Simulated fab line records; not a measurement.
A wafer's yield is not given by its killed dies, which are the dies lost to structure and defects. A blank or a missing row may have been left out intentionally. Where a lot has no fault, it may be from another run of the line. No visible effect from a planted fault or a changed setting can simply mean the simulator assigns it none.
One fault seen from 2 desks | flow sky130 | only its own numbers are on each desk; what lay behind them is given at the end

== THE TOOL OWNER'S DESK: cvdW-02 ==
The tool's own readings at SKY_VIA2_CVD_21 (deposits W, target thk 420 nm, time 126.4 s): means of the sampled wafers that have a number, for each lot that ran on this tool. If a lot's mean is further than 4 standard deviations from the usual mean, the lot is out of limits and carries the mark OUT (the distance appears in the brackets).
Columns: A = chamberPressureTorr at SKY_VIA2_CVD_21, usual 40.01 Torr; B = heaterPowerW at SKY_VIA2_CVD_21, usual 784 W
lot  | first seen here | A     | B
L656 | day 36 11:18    | 40.07 | 850
L659 | day 37 13:38    | 39.98 | 854
L665 | day 39 17:47    | 39.98 | 788
L666 | day 40 00:21    | 40.01 | 786
L667 | day 40 18:15    | 39.99 | 799
L668 | day 40 23:45    | 39.98 | 798
This desk found nothing out of limits on any of the 6 lots.

== FROM THE METROLOGY DESK ==
What the gauges read for every lot (on any tool): the sampled wafers with a number, averaged. If a lot's mean is further than 4 standard deviations from the usual mean, the lot is out of limits and carries the mark OUT (the distance appears in the brackets).
Columns: A = VIA2_W_RS at SKY_VIA2_RS_MEAS_22, usual 0.2719 ohm/sq; B = VIA2_W_THK at SKY_VIA2_THK_MEAS_23, usual 417 nm
lot  | first seen here | A                | B
L656 | day 36 11:27    | 0.2738           | 418
L659 | day 37 13:46    | 0.2692           | 419
L661 | day 38 03:31    | 0.2765           | 423
L665 | day 39 17:56    | 0.2710           | 412
L666 | day 40 00:30    | 0.2701           | 422
L667 | day 40 18:24    | 0.3316 (+23) OUT | 357 (-8.0) OUT
L668 | day 40 23:53    | 0.3383 (+26) OUT | 340 (-10) OUT
L669 | day 41 01:08    | 0.2686           | 419
L670 | day 41 08:19    | 0.2678           | 417
L678 | day 43 00:31    | 0.2719           | 411
Finding of this desk: L667, L668 out of limits, first seen on L667 at day 40 18:24 (VIA2_W_RS at SKY_VIA2_RS_MEAS_22). In limits: L656, L659, L661, L665, L666, L669, L670, L678.

== BROUGHT TOGETHER ==
An alarm was possible from the metrology desk at day 40 18:24, on L667, L668.
The desk of the tool owner found nothing out of limits.
On record at the tool owner's desk: L667, L668, within its limits.
All the named lots went through SKY_VIA2_CVD_21 on cvdW-02.

== WHAT THE SIMULATOR PUT IN ==
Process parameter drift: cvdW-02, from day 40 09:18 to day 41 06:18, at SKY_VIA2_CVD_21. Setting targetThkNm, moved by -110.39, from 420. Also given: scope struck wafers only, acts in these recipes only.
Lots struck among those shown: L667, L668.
Delay in hours, fault start to first out-of-limits reading, per desk: metrology desk 9.
